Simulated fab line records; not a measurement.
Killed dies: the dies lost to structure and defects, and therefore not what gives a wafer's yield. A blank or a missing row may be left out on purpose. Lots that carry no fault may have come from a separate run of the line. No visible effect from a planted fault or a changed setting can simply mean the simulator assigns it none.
Which tool is to blame? | flow gf180mcu | 11 lots with 33 wafers sampled at 4 steps, on a route of 602 steps

## WHAT EACH GAUGE READ, for each wafer
GF_V3_THK_MEAS_03. Usual: V3_CVD_02_THK 851 nm, standard deviation 11.
lot  | measured     | on            | V3_CVD_02_THK (nm) | flag
L918 | day 22 01:11 | film-metro-01 | 861 848 872        |
L919 | day 22 06:13 | film-metro-01 | 874 870 869        |
L920 | day 23 00:06 | film-metro-02 | 850 840 865        |
L921 | day 23 05:35 | film-metro-01 | 832 840 850        |
L928 | day 25 15:16 | film-metro-03 | 575 586 587        | OFF
L929 | day 25 20:55 | film-metro-03 | 592 571 596        | OFF
L930 | day 25 22:10 | film-metro-03 | 830 852 846        |
L931 | day 26 13:59 | film-metro-02 | 863 849 857        |
L932 | day 26 20:36 | film-metro-01 | 849 853 858        |
L933 | day 27 04:18 | film-metro-03 | 833 846 857        |
L940 | day 29 01:07 | film-metro-02 | 847 859 854        |

## EACH LOT AND THE TOOL THAT RAN IT (in order: tool; ch and the chambers of the sampled wafers; start)
lot  | GF_V2_SPUTTER_21             | GF_M3_METAL_ETCH_16               | GF_V3_CVD_02
L918 | pvd-sputter-04, day 20 23:20 | rie-metal-01 ch 1, day 22 00:13   | pecvd-01 ch 0,1, day 22 01:06
L919 | pvd-sputter-04, day 21 04:24 | rie-metal-01 ch 1, day 22 05:19   | pecvd-01 ch 0,1,2, day 22 06:09
L920 | pvd-sputter-03, day 21 22:53 | rie-metal-02 ch 0,1, day 22 23:13 | pecvd-03 ch 0,2, day 23 00:01
L921 | pvd-sputter-02, day 22 03:56 | rie-metal-01 ch 0,1, day 23 04:43 | pecvd-04 ch 0,1, day 23 05:31
L928 | pvd-sputter-03, day 24 15:23 | rie-metal-03 ch 0,1, day 25 14:25 | pecvd-01 ch 0,2, day 25 15:10
L929 | pvd-sputter-03, day 24 21:56 | rie-metal-03 ch 0,1, day 25 20:02 | pecvd-01 ch 0,1,2, day 25 20:50
L930 | pvd-sputter-03, day 24 23:37 | rie-metal-02 ch 0, day 25 21:13   | pecvd-03 ch 0,1,2, day 25 22:05
L931 | pvd-sputter-02, day 25 15:25 | rie-metal-02 ch 0,1, day 26 13:08 | pecvd-03 ch 0,1,2, day 26 13:55
L932 | pvd-sputter-02, day 25 21:41 | rie-metal-01 ch 0,1, day 26 19:40 | pecvd-04 ch 1,2, day 26 20:27
L933 | pvd-sputter-02, day 26 05:42 | rie-metal-01 ch 0,1, day 27 03:25 | pecvd-03 ch 0,1, day 27 04:14
L940 | pvd-sputter-02, day 28 04:16 | rie-metal-02 ch 0,1, day 29 00:14 | pecvd-04 ch 0,1, day 29 01:02
- GF_V2_SPUTTER_21: material Ti, target thk 15 nm, time 80.02 s.
- GF_M3_METAL_ETCH_16: etches the open film in Cl2/BCl3, stops on SiO2, target depth 750.8 nm, time 125.1 s.
- GF_V3_CVD_02: deposits SiO2 from TEOS, target thk 850 nm, time 94.851 s.

## AS READ BY THE TOOLS THEMSELVES (means over the sampled wafers that have a number; for cases with no such wafer, the mark the record gives instead)
GF_V2_SPUTTER_21. Usual: throttle-valve-pct 30.5 %, standard deviation 1.7.
lot  | tool           | throttle-valve-pct (%) | flag
L918 | pvd-sputter-04 | 30.3                   |
L919 | pvd-sputter-04 | 29.4                   |
L920 | pvd-sputter-03 | 30.7                   |
L921 | pvd-sputter-02 | 29.3                   |
L928 | pvd-sputter-03 | 31.1                   |
L929 | pvd-sputter-03 | 31.7                   |
L930 | pvd-sputter-03 | 31.5                   |
L931 | pvd-sputter-02 | 29.1                   |
L932 | pvd-sputter-02 | 31.0                   |
L933 | pvd-sputter-02 | 30.8                   |
L940 | pvd-sputter-02 | 32.6                   |

GF_M3_METAL_ETCH_16. Usual: bcl3-flow-sccm 40.01 sccm, standard deviation 0.11; drypump-motor-current-A 5.6 A, standard deviation 0.32; mfc-cl2-sccm 80.00 sccm, standard deviation 0.25; oes-product-au 0.990 a.u., standard deviation 0.0062; throttle-valve-pct 28.230 %, standard deviation 0.011.
lot  | tool         | bcl3-flow-sccm (sccm) | drypump-motor-current-A (A) | mfc-cl2-sccm (sccm) | oes-product-au (a.u.) | throttle-valve-pct (%) | flag
L918 | rie-metal-01 | 40.07                 | 5.4                         | 79.96               | 0.984                 | 28.233                 |
L919 | rie-metal-01 | 40.07                 | 5.4                         | 79.93               | 0.986                 | 28.230                 |
L920 | rie-metal-02 | 39.83                 | 5.7                         | 80.14               | 0.993                 | 28.230                 |
L921 | rie-metal-01 | 40.07                 | 5.6                         | 80.16               | 0.987                 | 28.238                 |
L928 | rie-metal-03 | 39.99                 | 5.7                         | 79.93               | 0.996                 | 28.221                 |
L929 | rie-metal-03 | 39.93                 | 5.8                         | 79.65               | 0.992                 | 28.231                 |
L930 | rie-metal-02 | 39.95                 | 5.1                         | 80.04               | 0.986                 | 28.235                 |
L931 | rie-metal-02 | 40.03                 | 5.7                         | 79.85               | 0.994                 | 28.218                 |
L932 | rie-metal-01 | 39.98                 | 5.7                         | 79.89               | 0.986                 | 28.238                 |
L933 | rie-metal-01 | 39.97                 | 5.8                         | 80.04               | 0.985                 | 28.238                 |
L940 | rie-metal-02 | 40.01                 | 5.7                         | 79.89               | 0.995                 | 28.230                 |

GF_V3_CVD_02. Usual: heater-power-w 674 W, standard deviation 95.
lot  | tool     | heater-power-w (W) | flag
L918 | pecvd-01 | 727                |
L919 | pecvd-01 | 659                |
L920 | pecvd-03 | 682                |
L921 | pecvd-04 | 696                |
L928 | pecvd-01 | 691                |
L929 | pecvd-01 | 687                |
L930 | pecvd-03 | 662                |
L931 | pecvd-03 | 655                |
L932 | pecvd-04 | 616                |
L933 | pecvd-03 | 590                |
L940 | pecvd-04 | 692                |

## THE ANSWER, worked out from the rows above alone
Rule: lot off if the mean of its wafers having a number is beyond 3 standard deviations from the usual mean. A lot without any number at a reading at which 4 lots or more have one is off too. Any other lot the step has rows for is counted as sound. Order of review: gauges by route order, followed by the tools' own readings, for which a lot's mean as printed above is used. At the first step where some lot is off, the reading lying furthest off is the one used; lots without a number count as furthest.
Off: at GF_V3_THK_MEAS_03 (V3_CVD_02_THK), L928, L929.
If a tool, at a process step before that reading, ran all the lots that are off and no sound lot after the first of them, it fits. The gauges at GF_V3_THK_MEAS_03 are tried like those tools. Undecided on this evidence; 2 tools fit (rie-metal-03 at GF_M3_METAL_ETCH_16, pecvd-01 at GF_V3_CVD_02).

## WHAT THE SIMULATOR PUT IN
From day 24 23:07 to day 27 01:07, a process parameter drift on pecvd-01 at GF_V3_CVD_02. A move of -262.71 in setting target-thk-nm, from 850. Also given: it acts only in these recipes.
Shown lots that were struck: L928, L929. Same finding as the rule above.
